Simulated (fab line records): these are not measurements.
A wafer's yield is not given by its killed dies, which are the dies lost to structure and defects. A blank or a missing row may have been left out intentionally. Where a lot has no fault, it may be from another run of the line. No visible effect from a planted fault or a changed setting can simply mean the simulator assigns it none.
Matching of chambers / flow sky130 / 4 sister chambers for SKY_CONTACT_CMP_04 on cmp-01
The step polishes SiO2. 4 wafers are shown with their chamber, then 7 later ones without.

## EACH WAFER AND ITS CHAMBER
wafer=L663.1; chamber=1; motor_current_A (A)=12.8
wafer=L663.5; chamber=0; motor_current_A (A)=10.8
wafer=L664.1; chamber=2; motor_current_A (A)=13.3
wafer=L664.3; chamber=3; motor_current_A (A)=11.4

## WAFERS WITH NO CHAMBER GIVEN
wafer=L664.6; motor_current_A (A)=11.9
wafer=L665.1; motor_current_A (A)=10.4
wafer=L665.5; motor_current_A (A)=12.9
wafer=L665.6; motor_current_A (A)=13.4
wafer=L667.3; motor_current_A (A)=13.4
wafer=L667.4; motor_current_A (A)=10.3
wafer=L667.6; motor_current_A (A)=13.4

## WHICH CHAMBER EACH ONE RAN IN
wafer=L664.6; from the rows above=can't be placed: 3 or 1 or 0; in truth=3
wafer=L665.1; from the rows above=can't be placed: 0 or 3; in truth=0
wafer=L665.5; from the rows above=can't be placed: 1 or 2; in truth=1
wafer=L665.6; from the rows above=can't be placed: 2 or 1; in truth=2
wafer=L667.3; from the rows above=can't be placed: 2 or 1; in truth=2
wafer=L667.4; from the rows above=can't be placed: 0 or 3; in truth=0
wafer=L667.6; from the rows above=can't be placed: 2 or 1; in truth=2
Placed correctly: 0 of 7. These rows do not allow placing 7 (true chamber among the candidates in 7). Wrongly placed: 0.
How it was worked out, from the rows above alone: a wafer's distance from a chamber is the root of the sum, over the readings, of the square of ((its reading less the chamber's mean) divided by the reading's scatter). If the next closest chamber is less than 2 further off than the closest, the wafer can't be placed; otherwise it belongs to the closest. Each chamber's mean is taken over the wafers shown for it. The scatter (one wafer shown for each chamber): square how far every hidden wafer sits from the nearest shown wafer, average those squares and take the square root.
